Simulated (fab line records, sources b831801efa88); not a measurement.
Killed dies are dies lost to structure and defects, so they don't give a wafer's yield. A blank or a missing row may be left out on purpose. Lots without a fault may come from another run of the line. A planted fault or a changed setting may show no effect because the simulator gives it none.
Chamber matching | flow sfq_line | SFQ_TRILAYER_I1_VIA_ETCH_VIA_ETCH_052 on rie_diel-03: 4 sister chambers
The step etches SiO2 in CHF3, stops on Nb, target depth 260 nm. 4 wafers are shown with their chamber, then 7 later ones without.

WAFERS WITH THEIR CHAMBER
wafer  | chamber | drypump_motor_current_A (A)
L703.1 | 2       | 6.2
L703.2 | 0       | 6.3
L711.1 | 1       | 6.3
L711.3 | 3       | 4.9

WAFERS WITHOUT THEIR CHAMBER
wafer  | drypump_motor_current_A (A)
L711.5 | 6.4
L717.1 | 6.2
L717.3 | 4.9
L717.4 | 6.3
L720.1 | 6.2
L720.3 | 6.3
L720.4 | 6.3

WHICH CHAMBER EACH WENT THROUGH
wafer  | from the rows above     | in truth
L711.5 | can't be placed: 0 or 1 | 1
L717.1 | 2                       | 2
L717.3 | 3                       | 3
L717.4 | can't be placed: 0 or 1 | 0
L720.1 | 2                       | 2
L720.3 | can't be placed: 0 or 1 | 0
L720.4 | can't be placed: 0 or 1 | 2
Placed correctly: 3 of 7. Can't be placed from these rows: 4 (the true chamber is among the candidates in 3). Placed wrongly: 0.
How it was worked out, from the rows above alone: a wafer's distance from a chamber is the root of the sum, over the readings, of the square of ((its reading less the chamber's mean) divided by the reading's scatter). The wafer belongs to the nearest chamber; if the next one is less than 2 further off, it can't be placed. A chamber's mean is the mean of its shown wafers. The scatter: with one shown wafer a chamber, the root of the mean of the squares of how far each hidden wafer lies from its nearest shown one.
